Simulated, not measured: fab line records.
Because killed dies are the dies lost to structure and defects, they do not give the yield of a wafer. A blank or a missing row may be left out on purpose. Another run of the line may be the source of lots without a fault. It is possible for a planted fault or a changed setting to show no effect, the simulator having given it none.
Code-filled problem report in 8D (eight disciplines) form ; flow gf180mcu ; the parts of the form that need people (team, actions taken, sign-off) are left out

1. THE ISSUE
HV_LDD_RS at GF_HV_LDD_RS_MEAS_53 reads a mean of 422.8 ohm/sq on 3 wafers of 1 lot; wafers without a fault read 418.4 ohm/sq with a standard deviation of 0.9. Relative to the usual mean, that is a shift of +4.9 standard deviations.
The step: measures by four-point-probe.
The first sign was on wafer L830.2 at day 19 12:13, on film_metro-02. The record has a number at this step for 39 wafers belonging to 13 lots. By rule, "out" or "out of limits" means more than 4 standard deviations away from the usual mean. The other wafers with a number count as sound.

2. WHAT IT IS AND WHAT IT IS NOT
question;is;is not
which readings at this step;HV_LDD_RS;-
which lots;L830;L809, L811, L812, L813, L817, L818, L820, L823, L824, L826, L827, L828
which wafers of those lots;all that have a number;-
read on which gauges;film_metro-02;film_metro-01, film_metro-04
when;from day 19 12:13;up to then (36 sound wafers)

3. WHAT RULES OUT EACH SUSPECT
Counting: a tool at any process step up to the reading remains a suspect when it ran all the lots that are out and ran no sound lot after the first of those.
- the gauge at GF_HV_LDD_RS_MEAS_53: kept. All the wafers that are out were read on film_metro-02, and no step on other tools shows them out.
- implanter-03 at GF_HV_LDD_IMPLANT_33: kept. It ran the lot that is out, L830 (day 18 10:58), and no sound lot after that; its last sound lot up to then is L827 (day 17 17:07).
The count leaves film_metro-02 at GF_HV_LDD_RS_MEAS_53 and implanter-03 at GF_HV_LDD_IMPLANT_33.

4. THE CAUSE (what the simulator had put in)
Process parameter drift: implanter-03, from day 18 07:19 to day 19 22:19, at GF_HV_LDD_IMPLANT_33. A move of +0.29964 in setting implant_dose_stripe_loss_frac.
2 suspects survive the count, and this tool is in that group.

5. THE EFFECT CHAIN, in route order
Each row: a reading whose mean over the struck wafers that have a number lies more than 3 standard deviations from the usual. Only readings whose record carries a usual standard deviation are examined. hours: median over the lots of the time between each lot's start at the first step of this table that gives one and its start at this step. sigmas: the change, counted in usual standard deviations.
hours;step;reading;usual;on struck wafers;change;sigmas
0;GF_HV_LDD_RS_MEAS_53;HV_LDD_RS;418.4 ohm/sq;422.8;+4.4;+4.9
At these later measuring or inspecting steps, every struck wafer for which the step has a row has a number for every such reading, and none has moved that far: GF_PSD_OVL_MEAS_08.

6. HOW IT WOULD HAVE BEEN CAUGHT EARLIER
29 hours passed between the start of the fault at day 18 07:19 and the first reading out of limits at a measuring or inspecting step in this record, taken at day 19 12:13.
By day 19 12:13, every lot that is out (1) had started GF_HV_LDD_IMPLANT_33 on implanter-03. Tool hold at that time: it would have spared none of them.
